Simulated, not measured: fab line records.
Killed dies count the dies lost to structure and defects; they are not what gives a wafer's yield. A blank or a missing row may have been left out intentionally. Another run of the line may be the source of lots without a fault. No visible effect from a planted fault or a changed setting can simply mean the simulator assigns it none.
Which of the tools did it? | flow gf180mcu | 36 wafers from 12 lots sampled at 5 of the route's 602 steps

== WHAT THE GAUGES READ, wafer by wafer ==
GF_HV_LDD_THK_MEAS_55. Usual: HV_LDD_CVD_54_THK typically reads 9.97 nm, with standard deviation 0.15.
lot  | measured     | on            | HV_LDD_CVD_54_THK (nm) | flag
L698 | day 12 16:22 | film_metro-04 | 9.88 9.87 10.11        |
L699 | day 13 01:50 | film_metro-04 | 9.73 9.66 9.78         |
L700 | day 13 07:29 | film_metro-01 | 10.12 10.10 10.15      |
L704 | day 14 18:28 | film_metro-01 | 10.17 10.22 10.14      |
L705 | day 15 04:02 | film_metro-01 | 10.10 10.20 10.17      |
L706 | day 15 13:01 | film_metro-04 | 9.57 9.56 9.58         |
L710 | day 16 20:51 | film_metro-01 | 9.86 9.98 9.88         |
L715 | day 18 12:43 | film_metro-04 | 9.96 10.01 9.95        |
L716 | day 18 19:49 | film_metro-03 | 10.02 10.05 10.05      |
L717 | day 19 04:41 | film_metro-03 | 10.11 10.05 9.93       |
L719 | day 19 20:17 | film_metro-03 | 10.07 10.01 9.96       |
L720 | day 20 09:50 | film_metro-03 | 10.00 10.16 10.25      |

GF_PSD_RS_MEAS_14: uses a four-point probe to measure. Usual: NSD_RS typically reads 46.10 ohm/sq, with standard deviation 0.085.
lot  | measured     | on            | NSD_RS (ohm/sq)   | flag
L698 | day 14 11:04 | film_metro-02 | 45.99 45.97 46.10 |
L699 | day 14 21:23 | film_metro-04 | 46.15 46.06 46.10 |
L700 | day 15 05:19 | film_metro-04 | 46.18 46.12 46.25 |
L704 | day 16 18:03 | film_metro-04 | 42.57 42.51 42.51 | OFF
L705 | day 17 04:02 | film_metro-03 | 42.47 42.44 42.41 | OFF
L706 | day 17 12:16 | film_metro-03 | 42.53 42.65 42.51 | OFF
L710 | day 18 22:35 | film_metro-03 | 46.21 46.04 45.95 |
L715 | day 20 15:28 | film_metro-04 | 46.11 46.16 46.11 |
L716 | day 20 22:37 | film_metro-03 | 46.09 46.14 46.12 |
L717 | day 21 07:15 | film_metro-04 | 46.21 46.15 46.19 |
L719 | day 21 22:17 | film_metro-02 | 46.08 46.18 46.12 |
L720 | day 22 10:40 | film_metro-02 | 46.19 46.20 46.22 |

GF_PSD_RS_MEAS_15: uses a four-point probe to measure. Usual: PSD_RS typically reads 108.53 ohm/sq, with standard deviation 0.27.
lot  | measured     | on            | PSD_RS (ohm/sq)      | flag
L698 | day 14 11:11 | film_metro-02 | 108.23 108.21 108.32 |
L699 | day 14 21:30 | film_metro-04 | 108.96 108.63 108.50 |
L700 | day 15 05:26 | film_metro-04 | 108.55 108.25 108.35 |
L704 | day 16 18:10 | film_metro-04 | 98.04 97.97 98.18    | OFF
L705 | day 17 04:10 | film_metro-03 | 98.61 98.53 98.23    | OFF
L706 | day 17 12:23 | film_metro-03 | 98.78 98.89 98.91    | OFF
L710 | day 18 22:43 | film_metro-03 | 108.63 108.47 108.44 |
L715 | day 20 15:35 | film_metro-04 | 108.72 108.72 108.74 |
L716 | day 20 22:44 | film_metro-03 | 108.96 108.37 108.27 |
L717 | day 21 07:22 | film_metro-04 | 108.93 108.95 108.65 |
L719 | day 21 22:25 | film_metro-02 | 108.88 108.79 108.05 |
L720 | day 22 10:47 | film_metro-02 | 108.73 108.67 108.64 |

== TOOL THAT RAN EACH LOT (tool first, then ch and the chambers of the sampled wafers, then the start) ==
lot  | GF_POLY_GATE_STRIP_14                | GF_PSD_RTA_13
L698 | plasma_asher-03 ch 0,1, day 9 11:58  | rtp_anneal-02 ch 0, day 14 10:58
L699 | plasma_asher-01 ch 0,1, day 9 18:52  | rtp_anneal-01 ch 0, day 14 21:17
L700 | plasma_asher-01 ch 0, day 10 01:49   | rtp_anneal-02 ch 0, day 15 05:14
L704 | plasma_asher-03 ch 0,1, day 11 06:10 | rtp_anneal-01 ch 0, day 16 17:58
L705 | plasma_asher-02 ch 0,1, day 11 14:51 | rtp_anneal-01 ch 0, day 17 03:57
L706 | plasma_asher-03 ch 0,1, day 11 22:43 | rtp_anneal-01 ch 0, day 17 12:10
L710 | plasma_asher-02 ch 0,1, day 13 02:51 | rtp_anneal-02 ch 0, day 18 22:29
L715 | plasma_asher-01 ch 0,1, day 14 14:54 | rtp_anneal-02 ch 0, day 20 15:22
L716 | plasma_asher-02 ch 0,1, day 14 19:07 | rtp_anneal-01 ch 0, day 20 22:31
L717 | plasma_asher-02 ch 0,1, day 15 02:55 | rtp_anneal-02 ch 0, day 21 07:10
L719 | plasma_asher-02 ch 0,1, day 15 14:24 | rtp_anneal-01 ch 0, day 21 22:11
L720 | plasma_asher-03 ch 0,1, day 16 05:34 | rtp_anneal-02 ch 0, day 22 10:34
- GF_POLY_GATE_STRIP_14: strips in O2/N2.
- GF_PSD_RTA_13: time 20 s.

== AS READ BY THE TOOLS THEMSELVES (means over the sampled wafers that have a number; for cases with no such wafer, the mark the record gives instead) ==
GF_POLY_GATE_STRIP_14. Usual: drypump_motor_current_A 5.9 A, standard deviation 0.44; heater_power_w 343 W, standard deviation 43; oes_product_au 0.505 a.u., standard deviation 0.0045.
lot  | tool            | drypump_motor_current_A (A) | heater_power_w (W) | oes_product_au (a.u.) | flag
L698 | plasma_asher-03 | 6.0                         | 310                | 0.504                 |
L699 | plasma_asher-01 | 5.8                         | 342                | 0.502                 |
L700 | plasma_asher-01 | 5.6                         | 335                | 0.505                 |
L704 | plasma_asher-03 | 5.6                         | 297                | 0.500                 |
L705 | plasma_asher-02 | 6.0                         | 374                | 0.510                 |
L706 | plasma_asher-03 | 5.6                         | 297                | 0.504                 |
L710 | plasma_asher-02 | 6.1                         | 399                | 0.504                 |
L715 | plasma_asher-01 | 5.7                         | 342                | 0.501                 |
L716 | plasma_asher-02 | 6.2                         | 394                | 0.504                 |
L717 | plasma_asher-02 | 6.0                         | 374                | 0.503                 |
L719 | plasma_asher-02 | 6.1                         | 393                | 0.503                 |
L720 | plasma_asher-03 | 5.6                         | 302                | 0.507                 |

GF_PSD_RTA_13. Usual: lamp_power_pct 31.20 %, standard deviation 0.035; wafer_temp_C_max 1031.2, standard deviation 2.2.
lot  | tool          | lamp_power_pct (%) | wafer_temp_C_max | flag
L698 | rtp_anneal-02 | 31.18              | 1033.0           |
L699 | rtp_anneal-01 | 31.16              | 1029.3           |
L700 | rtp_anneal-02 | 31.19              | 1032.6           |
L704 | rtp_anneal-01 | 31.21              | 1029.6           |
L705 | rtp_anneal-01 | 31.19              | 1029.6           |
L706 | rtp_anneal-01 | 31.19              | 1028.5           |
L710 | rtp_anneal-02 | 31.21              | 1033.4           |
L715 | rtp_anneal-02 | 31.23              | 1033.0           |
L716 | rtp_anneal-01 | 31.18              | 1030.2           |
L717 | rtp_anneal-02 | 31.20              | 1032.7           |
L719 | rtp_anneal-01 | 31.18              | 1030.6           |
L720 | rtp_anneal-02 | 31.21              | 1034.3           |

== THE ANSWER, worked out from the rows above alone ==
Rule: a lot counts as off when the mean over its wafers that have a number is more than 3 standard deviations away from the usual mean. Also off: a lot with no number at a reading for which 4 or more lots have one. Where the step has rows for the other lots, those lots are counted as sound. Order of review: gauges by route order, followed by the tools' own readings, for which a lot's mean as printed above is used. The first step at which some lot is off is used, and at that step the reading that is off furthest; a lot without a number counts as furthest.
Off: at GF_PSD_RS_MEAS_14 (NSD_RS), L704, L705, L706.
A tool fits if, at a process step before that reading, it ran every lot that is off, and no sound lot after the first of them. Gauges at GF_PSD_RS_MEAS_14: tried the same way as those tools. No candidate that was tried fits.

== WHAT HAD BEEN PUT IN BY THE SIMULATOR ==
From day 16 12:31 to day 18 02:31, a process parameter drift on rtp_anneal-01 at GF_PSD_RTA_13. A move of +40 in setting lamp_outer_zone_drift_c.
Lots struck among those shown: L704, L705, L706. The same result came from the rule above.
